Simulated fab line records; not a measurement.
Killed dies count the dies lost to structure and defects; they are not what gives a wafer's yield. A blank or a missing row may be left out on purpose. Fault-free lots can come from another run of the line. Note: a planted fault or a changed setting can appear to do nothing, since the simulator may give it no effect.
Split-lot study -- flow gf180mcu -- on a route of 602 steps: 5 lots, 23 wafers read

== ABOUT THE SPLIT ==
At GF_CONTACT_CMP_04 (polishes SiO2), the setting leaveAboveRefNm was moved away from the recipe's 560 nm on 7 of the 23 wafers read, by -4.5% to +7.1%. The other wafers ran this setting at the recipe's value.

The split's own step is where the reading is taken.

== THE READING ==
SiO2_of_CONTACT_CVD_02.thkNm (the simulator's own value, which no gauge read), in nm, at GF_CONTACT_CMP_04 (polishes SiO2). The file does not state a usual value for it. Across the 16 wafers here that went through the recipe, the average is 559.6 nm and the standard deviation 0.98 nm.

wafer,"tool, chamber at the split","leaveAboveRefNm as run, nm",against the recipe,"SiO2_of_CONTACT_CVD_02.thkNm, nm",against lot-mates on the recipe
L074.1,"cmp-01, 0",560,recipe,558.2,-
L074.4,"cmp-01, 2",560,recipe,559.1,-
L074.6,"cmp-01, 0",560,recipe,559,-
L078.2,"cmp-02, 0",560,recipe,560.8,-
L078.3,"cmp-02, 1",560,recipe,559.5,-
L078.1,"cmp-02, 2",537.8,-4.0%,537.4,-22.8
L078.4,"cmp-02, 3",537.8,-4.0%,539.1,-21.1
L078.6,"cmp-02, 1",560,recipe,560.3,-
L079.3,"cmp-01, 3",560,recipe,559.8,-
L079.1,"cmp-01, 0",560,recipe,558.5,-
L079.2,"cmp-01, 1",560,recipe,558.6,-
L079.6,"cmp-01, 2",560,recipe,557.9,-
L079.5,"cmp-01, 3",560,recipe,560.6,-
L082.1,"cmp-02, 2",534.7,-4.5%,534,-25.7
L082.3,"cmp-02, 3",534.7,-4.5%,535.5,-24.2
L082.4,"cmp-02, 0",560,recipe,559.7,-
L082.6,"cmp-02, 1",560,recipe,559.1,-
L082.5,"cmp-02, 2",560,recipe,560.3,-
L085.4,"cmp-02, 0",560,recipe,561.5,-
L085.1,"cmp-02, 1",560,recipe,560.1,-
L085.2,"cmp-02, 2",599.5,+7.1%,598.8,+38.0
L085.5,"cmp-02, 0",599.5,+7.1%,599.2,+38.4
L085.6,"cmp-02, 1",599.5,+7.1%,599.6,+38.8

THE FIT
A straight line over all 23 wafers: SiO2_of_CONTACT_CVD_02.thkNm changes by +5.56 nm for each +1% of leaveAboveRefNm; r = +1.00; the points scatter about the line by 0.96 nm.
The same after taking each lot's own level away (the mean of its wafers on the recipe; 23 wafers): +5.47 nm for each +1%; r = +1.00; scatter 0.72 nm.
On that fit, the largest move of leaveAboveRefNm shifts the reading by 39 nm.
The span of the lots' own levels, 558.77 to 560.80 nm, comes to 2.1 times the standard deviation stated above.
Consequently the slope shifts little with the lot-to-lot level, the two slopes agreeing.
Check: +38.7 nm against its lot-mates is what the line predicts for one of the wafers moved furthest among these (+7.1%) when that wafer is left out of the fit. It came out at +38 nm against them.

== OTHER SPLITS APPLIED TO THESE WAFERS ==
Other splits were also applied to these wafers ahead of the reading. Each is held against what the fit with the lots' levels taken away leaves over:
other split on the same wafers,wafers away from the commonest value,r with SiO2_of_CONTACT_CVD_02.thkNm (lot level and that fit taken away)
GF_CONTACT_CVD_00 sih4FlowSccm,8,+0.21

== THE WHOLE CHAIN: every reading that the file lists as answering this split, in the file's order ==
step,what it does,reading,change (the file's fit),r (the file's)
GF_CONTACT_CMP_04,polishes SiO2,"SiO2_of_CONTACT_CVD_02.thkNm (the simulator's own value, which no gauge read)",+5.47 nm for each +1% of the setting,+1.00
GF_CONTACT_ETCH_17,"etches SiO2 in C4F8/O2/Ar, stops on CoSi2, target depth 860 nm","CONTACT.featureDepthNm (the simulator's own value, which no gauge read)","+5.07 nm for each +1% of the setting, in a fit together with sih4FlowSccm@CONTACT_CVD_00",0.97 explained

== FILE'S OWN FIT ==
SiO2_of_CONTACT_CVD_02.thkNm changes by +5.47 nm for each +1% of leaveAboveRefNm, r = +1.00.
